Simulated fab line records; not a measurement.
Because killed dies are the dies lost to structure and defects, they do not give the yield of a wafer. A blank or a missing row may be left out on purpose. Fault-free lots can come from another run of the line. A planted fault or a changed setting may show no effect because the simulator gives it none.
Chamber matching -- flow sky130 -- 3 sister chambers for SKY_VIA2_HDPCVD_00 on hdpcvd-01
The step deposits SiO2, target thk 1180 nm, time 196.7 s. 6 wafers are shown with their chamber, then 6 later ones without.

== WAFERS, EACH WITH ITS CHAMBER ==
wafer,chamber,susceptor-temp-C (C),sih4-flow-sccm (sccm)
L561.5,1,399.79,59.94
L562.2,2,399.79,59.57
L562.4,1,400.04,59.84
L562.5,0,399.64,59.85
L567.1,0,399.93,60.32
L567.3,2,399.95,60.16

== WAFERS WITHOUT THEIR CHAMBER ==
wafer,susceptor-temp-C (C),sih4-flow-sccm (sccm)
L567.6,399.60,60.01
L569.1,400.25,60.07
L569.2,399.97,59.76
L569.5,400.08,59.99
L572.2,399.70,60.03
L572.4,399.93,59.99

== THE CHAMBER EACH PASSED THROUGH ==
wafer,from the rows above,in truth
L567.6,can't be placed: 0 or 2 or 1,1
L569.1,can't be placed: 1 or 2 or 0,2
L569.2,can't be placed: 1 or 2 or 0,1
L569.5,can't be placed: 1 or 2 or 0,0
L572.2,can't be placed: 0 or 2 or 1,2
L572.4,can't be placed: 1 or 2 or 0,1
0 of 6 placed correctly. Can't be placed from these rows: 6 (the true chamber is among the candidates in 6). Number placed wrongly: 0.
How it was worked out, from the rows above alone: a wafer's distance from a chamber is the root of the sum, over the readings, of the square of ((its reading less the chamber's mean) divided by the reading's scatter). The wafer belongs to the nearest chamber; if the next one is less than 2 further off, it can't be placed. Each chamber's mean is taken over the wafers shown for it. The scatter is the square root of a quotient: the sum, over the shown wafers, of each reading's squared deviation from its chamber's mean, divided by wafers minus chambers.
